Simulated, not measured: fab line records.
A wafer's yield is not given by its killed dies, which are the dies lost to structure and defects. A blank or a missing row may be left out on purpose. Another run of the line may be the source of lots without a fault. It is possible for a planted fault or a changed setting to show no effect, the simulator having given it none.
fab line records | flow sky130
record: lots: 11 | wafers: 33 | lastDay: 50
route steps=708 shown GATE_OXIDE@188 LDD_P@265 METAL2@489
lots untouched by any fault: they come from a run of this same line in which no faults occurred
startH: start of the lot's first displayed wafer, in hours after the record's first day | waitH: hours since the lot's step before | " as in the row above | L1.1+2: a row that stands for several wafers | - either no value or no given start | * or withheld: withheld | < > ~ a bound
route shown NAME@n: NAME is a module with steps in the file, n the number in the route of the first one | usual: mean/standard deviation of fault-free wafers | same: alike in all rows | chamber/n: place in a boat | sites: readings site by site | _std_site: the standard deviation of these | _edge_site: outer sites' mean less inner sites' | radiusMm: how far each site lies from the wafer's centre | mask NAME#n: copy n | behind: the tool/chamber that last shaped the wafer | hold: why the lot went on hold/how many hours it stayed there/how the hold came to an end | device: names the non-switching transistor (n, p or np) | end of line: the same wafers' tests at the end of the route | step lacking rows: just its recipe | killed: not the wafer's yield, but the dies lost to structure and defects at the first sort | map: a wafer's dies, marking killed ones x, the rest . and places with no die _
set.NAME: the setting the step ran with; set.NAME@STEP: the setting that earlier step ran with | model.NAME: the simulator's own value behind a step, which no gauge read
route steps across a sampled set of lots; one table per step, one row per wafer
services: the hour from which a tool's chamber was out of use, counted from the record's first day as startH (under 0 if before that day), plus the number of hours and why
== steps ==
step: SKY_GATE_OXIDE_OXIDATION_01
recipe: tempC: 900 | ambient: O2 | stabiliseS: 600 | purgeS: 300 | targetThkA: 102.68 | oxTimeS: 1473
usual: spikeTcBottomC: 922.5/2.8 | spikeTcCentreC: 901.4/1.2 | spikeTcLowerC: 901.3/1 | spikeTcTopC: 911.3/1.2 | spikeTcUpperC: 900.9/1.1 | tubeCenterTempC: 900/0.09 | tube_center_temp_C_max: 902.3/0.42 | zonePowerLowerPct: 21.5/1.1
same: purgeS: 300
lot.wafer | tool       | chamber | startH | waitH | spikeTcBottomC | spikeTcCentreC | spikeTcLowerC | spikeTcTopC | spikeTcUpperC | tubeCenterTempC | tube_center_temp_C_max | zonePowerLowerPct
L516.1    | furnace-01 | 0       | 282.32 | 0.4   | 921.6          | 900.9          | 900.4         | 911.7       | 901.7         | 900.04          | 903.0                  | 22.5
L516.2    | "          | 0       | "      | "     | 919.9          | 902.3          | 900.6         | 909.1       | 901.5         | 900.14          | 902.4                  | 22.3
L516.5    | "          | 0       | "      | "     | 920.7          | 901.3          | 900.3         | 912.2       | 903.2         | 899.96          | 902.3                  | 22.3
L518.3    | furnace-01 | 0       | 293.42 | 2.3   | 921.0          | 901.8          | 901.9         | 909.1       | 901.9         | 899.99          | 902.7                  | 22.2
L518.5    | "          | 0       | "      | "     | 921.1          | 901.3          | 900.3         | 910.4       | 902.4         | 899.93          | 901.7                  | 22.7
L518.6    | "          | 0       | "      | "     | 920.1          | 901.3          | 902.2         | 909.9       | 900.0         | 899.83          | 902.1                  | 22.5
L519.2    | furnace-01 | 0       | 308.99 | 0.2   | 909.2          | 889.7          | 888.8         | 899.5       | 889.7         | 888.63          | 891.6                  | 21.6
L519.3    | "          | 0       | "      | "     | 908.1          | 889.8          | 888.7         | 899.4       | 891.3         | 888.56          | 892.6                  | 21.8
L519.5    | "          | 0       | "      | "     | 908.3          | 891.0          | 890.4         | 902.0       | 889.1         | 888.48          | 890.7                  | 21.6
L521.2    | furnace-01 | 0       | 321.63 | 1.0   | 910.2          | 891.8          | 889.0         | 900.6       | 890.8         | 888.6           | 891.8                  | 21.0
L521.4    | "          | 0       | "      | "     | 907.7          | 890.7          | 889.1         | 900.3       | 889.0         | 888.61          | 890.8                  | 21.9
L521.6    | "          | 0       | "      | "     | 907.7          | 892.0          | 888.6         | 899.5       | 888.7         | 888.52          | 890.8                  | 21.8
L529.2    | furnace-01 | 0       | 385.64 | 0.1   | 922.3          | 901.2          | 901.3         | 912.1       | 902.3         | 899.99          | 901.9                  | 22.5
L529.3    | "          | 0       | "      | "     | 919.9          | 902.4          | 900.0         | 912.3       | 902.0         | 899.95          | 902.4                  | 22.2
L529.5    | "          | 0       | "      | "     | 920.4          | 901.7          | 900.7         | 910.8       | 900.8         | 900.07          | 901.9                  | 22.3
L531.1    | furnace-02 | 0       | 402.34 | 0.0   | 926.9          | 899.6          | 901.5         | 912.1       | 899.8         | 899.93          | 902.7                  | 19.8
L531.2    | "          | 0       | "      | "     | 926.4          | 901.2          | 900.8         | 913.1       | 900.3         | 900.06          | 903.0                  | 20.3
L531.4    | "          | 0       | "      | "     | 924.1          | 900.6          | 901.2         | 911.7       | 901.1         | 900.04          | 901.6                  | 20.2
L533.3    | furnace-01 | 0       | 420.38 | 2.6   | 919.3          | 903.2          | 902.0         | 913.9       | 901.6         | 900.14          | 902.5                  | 22.4
L533.4    | "          | 0       | "      | "     | 920.6          | 900.9          | 901.8         | 910.2       | 901.7         | 900.02          | 902.0                  | 22.2
L533.6    | "          | 0       | "      | "     | 921.7          | 904.1          | 900.8         | 910.5       | 900.9         | 900.02          | 902.3                  | 22.3
L534.2    | furnace-01 | 0       | 427.54 | 0.4   | 922.2          | 902.2          | 902.3         | 910.6       | 903.0         | 899.99          | 902.0                  | 22.3
L534.4    | "          | 0       | "      | "     | 921.2          | 903.1          | 900.6         | 909.7       | 900.4         | 900.04          | 902.2                  | 22.3
L534.6    | "          | 0       | "      | "     | 920.0          | 900.7          | 902.7         | 909.2       | 901.0         | 900.16          | 902.4                  | 22.9
L535.2    | furnace-01 | 0       | 438.90 | 0.0   | 921.4          | 901.5          | 903.0         | 910.4       | 901.9         | 900.16          | 902.7                  | 22.7
L535.3    | "          | 0       | "      | "     | 919.9          | 903.2          | 901.9         | 909.4       | 900.6         | 899.8           | 902.4                  | 22.0
L535.4    | "          | 0       | "      | "     | 919.1          | 901.1          | 900.8         | 910.0       | 899.8         | 900.08          | 902.6                  | 22.3
L538.2    | furnace-01 | 0       | 464.12 | 1.0   | 921.2          | 901.6          | 901.4         | 910.2       | 900.9         | 900.06          | 902.6                  | 22.1
L538.3    | "          | 0       | "      | "     | 920.5          | 901.3          | 902.4         | 910.5       | 901.9         | 899.9           | 902.3                  | 22.5
L538.4    | "          | 0       | "      | "     | 920.5          | 902.1          | 901.5         | 910.2       | 901.2         | 899.96          | 901.9                  | 22.6
L539.1    | furnace-02 | 0       | 469.19 | 0.6   | 925.5          | 899.7          | 901.7         | 912.3       | 899.1         | 900.16          | 903.0                  | 20.0
L539.3    | "          | 0       | "      | "     | 925.4          | 902.2          | 903.8         | 910.7       | 900.6         | 899.93          | 902.1                  | 20.0
L539.4    | "          | 0       | "      | "     | 925.6          | 899.4          | 900.9         | 911.4       | 898.2         | 899.98          | 902.0                  | 20.3
step: SKY_GATE_OXIDE_THK_MEAS_02
recipe: reads: SiO2_of_GATE_OXIDE_OXIDATION_01
usual: GATE_OXIDE_OXIDATION_00_THK: 10.22/0.2
lot.wafer | tool         | chamber | startH | waitH | GATE_OXIDE_OXIDATION_00_THK[nm]
L516.1    | filmMetro-02 | -       | 283.73 | 0.0   | 10.66
L516.2    | "            | -       | "      | "     | 10.63
L516.5    | "            | -       | "      | "     | 10.46
L518.3    | filmMetro-03 | -       | 294.85 | 0.0   | 10.17
L518.5    | "            | -       | "      | "     | 10.19
L518.6    | "            | -       | "      | "     | 10.12
L519.2    | filmMetro-03 | -       | 310.41 | 0.0   | 9.05
L519.3    | "            | -       | "      | "     | 8.74
L519.5    | "            | -       | "      | "     | 8.86
L521.2    | filmMetro-01 | -       | 323.05 | 0.0   | 9.13
L521.4    | "            | -       | "      | "     | 9.05
L521.6    | "            | -       | "      | "     | 8.96
L529.2    | filmMetro-01 | -       | 387.06 | 0.0   | 10.18
L529.3    | "            | -       | "      | "     | 10.15
L529.5    | "            | -       | "      | "     | 10.09
L531.1    | filmMetro-02 | -       | 403.75 | 0.0   | 10.32
L531.2    | "            | -       | "      | "     | 10.12
L531.4    | "            | -       | "      | "     | 10.40
L533.3    | filmMetro-01 | -       | 421.81 | 0.0   | 9.70
L533.4    | "            | -       | "      | "     | 9.65
L533.6    | "            | -       | "      | "     | 9.67
L534.2    | filmMetro-02 | -       | 428.96 | 0.0   | 10.14
L534.4    | "            | -       | "      | "     | 10.09
L534.6    | "            | -       | "      | "     | 10.11
L535.2    | filmMetro-02 | -       | 440.32 | 0.0   | 10.10
L535.3    | "            | -       | "      | "     | 10.15
L535.4    | "            | -       | "      | "     | 10.07
L538.2    | filmMetro-03 | -       | 465.54 | 0.0   | 10.36
L538.3    | "            | -       | "      | "     | 10.37
L538.4    | "            | -       | "      | "     | 10.16
L539.1    | filmMetro-02 | -       | 470.60 | 0.0   | 10.12
L539.3    | "            | -       | "      | "     | 10.21
L539.4    | "            | -       | "      | "     | 10.03
step: SKY_LDD_P_STRIP_10
recipe: chemistry: O2/N2 | powerW: 1400 | pressureMtorr: 1500 | platenTempC: withheld | o2FlowSccm: 3000 | n2FlowSccm: 300 | overashFraction: 0.5
usual: chamberPressureMTorr: 1500.0/1.3 | drypumpMotorCurrentA: 5.8/0.47 | n2FlowSccm: 300.0/0.9 | o2FlowSccm: 3003/8.9 | oesProductAu: 0.716/0.0045 | stripTimeToEndpointS: 14.18/0.053
lot.wafer | tool           | chamber | startH | waitH | chamberPressureMTorr | drypumpMotorCurrentA | n2FlowSccm | o2FlowSccm | oesProductAu | rfHoursCounterH | stripTimeToEndpointS
L516.1    | plasmaAsher-03 | 0       | 428.08 | 0.1   | 1500.6               | 6.3                  | 301.1      | 3008       | 0.711        | 74              | 14.24
L516.2    | "              | 1       | "      | "     | 1500.4               | 5.4                  | 299.6      | 2999       | 0.711        | 74              | 14.20
L516.5    | "              | 0       | "      | "     | 1499.0               | 6.3                  | 300.4      | 2995       | 0.714        | -               | 14.24
L518.3    | plasmaAsher-02 | 1       | 445.31 | 0.1   | 1503.7               | 5.8                  | 299.9      | 3012       | 0.712        | -               | 14.23
L518.5    | "              | 0       | "      | "     | 1498.6               | 6.4                  | 299.4      | 3007       | 0.709        | -               | 14.26
L518.6    | "              | 1       | "      | "     | 1499.1               | 5.8                  | 299.9      | 3003       | 0.717        | -               | 14.21
L519.2    | plasmaAsher-02 | 0       | 465.43 | 0.1   | 1501.2               | 6.4                  | 299.6      | 3001       | 0.716        | 63              | 14.20
L519.3    | "              | 0       | "      | "     | 1500.9               | 6.4                  | 298.9      | 2999       | 0.716        | -               | 14.23
L519.5    | "              | 0       | "      | "     | 1500.9               | 6.5                  | 299.4      | 2999       | 0.707        | -               | 14.21
L521.2    | plasmaAsher-01 | 0       | 478.73 | 0.1   | 1497.6               | 5.1                  | 299.6      | 3005       | 0.715        | 36              | 14.17
L521.4    | "              | 1       | "      | "     | 1500.1               | 5.6                  | 300.9      | 3014       | 0.713        | -               | 14.16
L521.6    | "              | 1       | "      | "     | 1499.1               | 5.6                  | 301.6      | 3005       | 0.713        | -               | 14.21
L529.2    | plasmaAsher-03 | 1       | 549.24 | 0.1   | 1500.3               | 5.4                  | 300.2      | 3011       | 0.707        | 86              | 14.23
L529.3    | "              | 1       | "      | "     | 1500.7               | 5.4                  | 300.7      | 3012       | 0.717        | -               | 14.22
L529.5    | "              | 1       | "      | "     | 1500.0               | 5.4                  | 299.1      | 2996       | 0.707        | -               | 14.19
L531.1    | plasmaAsher-02 | 0       | 567.68 | 0.1   | 1501.3               | 6.4                  | 301.7      | 2999       | 0.720        | 71              | 14.10
L531.2    | "              | 1       | "      | "     | 1500.2               | 5.8                  | 300.4      | 3000       | 0.721        | 71              | 14.10
L531.4    | "              | 1       | "      | "     | 1502.8               | 5.8                  | 300.0      | 3007       | 0.708        | -               | 14.11
L533.3    | plasmaAsher-01 | 0       | 584.51 | 0.1   | 1498.0               | 5.1                  | 301.2      | 2998       | 0.719        | -               | 14.07
L533.4    | "              | 1       | "      | "     | 1498.5               | 5.6                  | 300.8      | 2996       | 0.718        | -               | 14.08
L533.6    | "              | 1       | "      | "     | 1501.2               | 5.6                  | 299.4      | 2990       | 0.715        | -               | 14.14
L534.2    | plasmaAsher-02 | 1       | 591.43 | 0.1   | 1500.5               | 5.7                  | 300.6      | 3005       | 0.719        | 74              | 14.10
L534.4    | "              | 1       | "      | "     | 1498.7               | 5.7                  | 298.2      | 3009       | 0.716        | -               | 14.12
L534.6    | "              | 1       | "      | "     | 1500.7               | 5.8                  | 299.0      | 3010       | 0.724        | -               | 14.10
L535.2    | plasmaAsher-01 | 0       | 602.08 | 0.1   | 1497.8               | 5.1                  | 299.6      | 3011       | 0.714        | 47              | 14.15
L535.3    | "              | 0       | "      | "     | 1501.0               | 5.1                  | 300.1      | 3001       | 0.714        | -               | 14.14
L535.4    | "              | 1       | "      | "     | 1498.4               | 5.6                  | 299.5      | 3019       | 0.718        | -               | 14.13
L538.2    | plasmaAsher-01 | 0       | 625.98 | 0.1   | 1498.0               | 5.1                  | 300.5      | 3008       | 0.717        | 48              | 14.18
L538.3    | "              | 0       | "      | "     | 1500.0               | 5.0                  | 300.0      | 3016       | 0.718        | -               | 14.20
L538.4    | "              | 1       | "      | "     | 1498.2               | 5.6                  | 300.9      | 3001       | 0.722        | -               | 14.15
L539.1    | plasmaAsher-03 | 0       | 629.99 | 0.1   | 1499.7               | 6.3                  | 299.8      | 2988       | 0.712        | 95              | 14.25
L539.3    | "              | 1       | "      | "     | 1501.6               | 5.5                  | 300.7      | 3014       | 0.717        | -               | 14.22
L539.4    | "              | 0       | "      | "     | 1500.7               | 6.3                  | 300.8      | 3000       | 0.713        | -               | 14.23
step: SKY_METAL2_THK_MEAS_06
recipe: thkMeasGauge: xrf | reads: AlCu_of_METAL2_SPUTTER_02
usual: METAL2_ALCU_THK: 250.4/2.5
lot.wafer | tool         | chamber | startH | waitH | METAL2_ALCU_THK[nm]
L516.1    | filmMetro-02 | -       | 792.01 | 0.1   | 252.2
L516.2    | "            | -       | "      | "     | 250.9
L516.5    | "            | -       | "      | "     | 251.7
L518.3    | filmMetro-03 | -       | 806.37 | 0.1   | 246.3
L518.5    | "            | -       | "      | "     | 247.9
L518.6    | "            | -       | "      | "     | 249.8
L519.2    | filmMetro-04 | -       | 823.16 | 0.1   | 252.4
L519.3    | "            | -       | "      | "     | 253.3
L519.5    | "            | -       | "      | "     | 253.5
L521.2    | filmMetro-02 | -       | 836.21 | 0.1   | 256.0
L521.4    | "            | -       | "      | "     | 255.2
L521.6    | "            | -       | "      | "     | 257.2
L529.2    | filmMetro-03 | -       | 890.56 | 0.1   | 252.9
L529.3    | "            | -       | "      | "     | 251.2
L529.5    | "            | -       | "      | "     | 250.1
L531.1    | filmMetro-03 | -       | 905.95 | 0.1   | 246.2
L531.2    | "            | -       | "      | "     | 254.3
L531.4    | "            | -       | "      | "     | 248.5
L533.3    | filmMetro-04 | -       | 923.73 | 0.1   | 253.4
L533.4    | "            | -       | "      | "     | 250.2
L533.6    | "            | -       | "      | "     | 251.9
L534.2    | filmMetro-03 | -       | 926.16 | 0.1   | 251.3
L534.4    | "            | -       | "      | "     | 254.4
L534.6    | "            | -       | "      | "     | 250.8
L535.2    | filmMetro-03 | -       | 936.52 | 0.1   | 246.0
L535.3    | "            | -       | "      | "     | 247.1
L535.4    | "            | -       | "      | "     | 246.8
L538.2    | filmMetro-02 | -       | 954.02 | 0.1   | 250.5
L538.3    | "            | -       | "      | "     | 252.9
L538.4    | "            | -       | "      | "     | 252.1
L539.1    | filmMetro-04 | -       | 959.66 | 0.1   | 252.4
L539.3    | "            | -       | "      | "     | 245.7
L539.4    | "            | -       | "      | "     | 252.5
step: SKY_METAL2_OVL_MEAS_16
usual: METAL2_OVL: -2/5.3
lot.wafer | tool       | chamber | startH | waitH | METAL2_OVL[nm]
L516.1    | overlay-02 | -       | 818.24 | 0.1   | -3
L516.2    | "          | -       | "      | "     | -9
L516.5    | "          | -       | "      | "     | 0
L518.3    | overlay-02 | -       | 832.42 | 0.1   | 1
L518.5    | "          | -       | "      | "     | 2
L518.6    | "          | -       | "      | "     | 0
L519.2    | overlay-01 | -       | 848.74 | 0.1   | 2
L519.3    | "          | -       | "      | "     | 7
L519.5    | "          | -       | "      | "     | 4
L521.2    | overlay-01 | -       | 861.95 | 0.1   | -2
L521.4    | "          | -       | "      | "     | -3
L521.6    | "          | -       | "      | "     | 0
L529.2    | overlay-01 | -       | 915.24 | 0.1   | -9
L529.3    | "          | -       | "      | "     | -7
L529.5    | "          | -       | "      | "     | -10
L531.1    | overlay-02 | -       | 930.44 | 0.1   | -1
L531.2    | "          | -       | "      | "     | 2
L531.4    | "          | -       | "      | "     | 1
L533.3    | overlay-01 | -       | 948.16 | 0.1   | 1
L533.4    | "          | -       | "      | "     | 2
L533.6    | "          | -       | "      | "     | 3
L534.2    | overlay-02 | -       | 949.95 | 0.1   | 7
L534.4    | "          | -       | "      | "     | 4
L534.6    | "          | -       | "      | "     | 5
L535.2    | overlay-02 | -       | 961.29 | 0.1   | -6
L535.3    | "          | -       | "      | "     | -1
L535.4    | "          | -       | "      | "     | -5
L538.2    | overlay-01 | -       | 978.24 | 0.1   | 4
L538.3    | "          | -       | "      | "     | 5
L538.4    | "          | -       | "      | "     | 3
L539.1    | overlay-02 | -       | 983.60 | 0.1   | -6
L539.3    | "          | -       | "      | "     | -4
L539.4    | "          | -       | "      | "     | -6
== services ==
tool           | chamber | startH | hours | kind
plasmaAsher-01 | -       | 272.70 | 4.0   | repair
plasmaAsher-03 | -       | 281.48 | 10.5  | repair
furnace-01     | -       | 285.14 | 4.1   | pm
furnace-02     | -       | 295.47 | 3.6   | pm
plasmaAsher-02 | -       | 296.30 | 1.1   | repair
furnace-01     | -       | 324.63 | 4.1   | pm
furnace-02     | -       | 329.69 | 3.7   | pm
furnace-02     | -       | 462.36 | 2.6   | pm
plasmaAsher-01 | -       | 464.44 | 0.6   | repair
furnace-02     | -       | 484.67 | 9.4   | pm
plasmaAsher-02 | -       | 490.29 | 15.6  | pm
furnace-01     | -       | 496.50 | 17.3  | pm
plasmaAsher-02 | -       | 519.09 | 1.8   | repair
plasmaAsher-01 | -       | 560.41 | 15.6  | pm
furnace-01     | -       | 567.09 | 5.6   | pm
furnace-01     | -       | 585.33 | 3.7   | pm
plasmaAsher-01 | -       | 604.06 | 14.6  | pm
furnace-02     | -       | 611.39 | 3.5   | pm
== key ==
firstSign: step: SKY_GATE_OXIDE_OXIDATION_01 | reading: tubeCenterTempC | direction: down | sigmas: 99+ | usual: * | struck: *
effect: step: SKY_GATE_OXIDE_OXIDATION_01 | reading: tube_center_temp_C_max | direction: down | sigmas: 26 | usual: * | struck: *
effect: step: SKY_GATE_OXIDE_THK_MEAS_02 | reading: GATE_OXIDE_OXIDATION_00_THK | direction: down | sigmas: 6.3 | usual: 10.22 | struck: 8.97
metAt SKY_GATE_OXIDE_OXIDATION_01
struckLots L519,L521
testerLeftOut L519,L521
notActingAt SKY_LDD_P_STRIP_10,SKY_METAL2_THK_MEAS_06,SKY_METAL2_OVL_MEAS_16
onsetBetween 293.42 308.99
fault: kind: processParameterDrift | tool: furnace-01 | chamber: - | onsetH: 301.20 | steps: SKY_GATE_OXIDE_OXIDATION_01 | channel: tempC | offset: * | shape: step | endH: 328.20 | actsIn: * | stated: *
testerLeftOut: of these lots the tester's yield and bins aren't shown, on N5 and GAA mostly nor the transistor test; their killed dies are dies lost to structure and defects alone, not to doping, threshold or leakage, so they don't give the yield
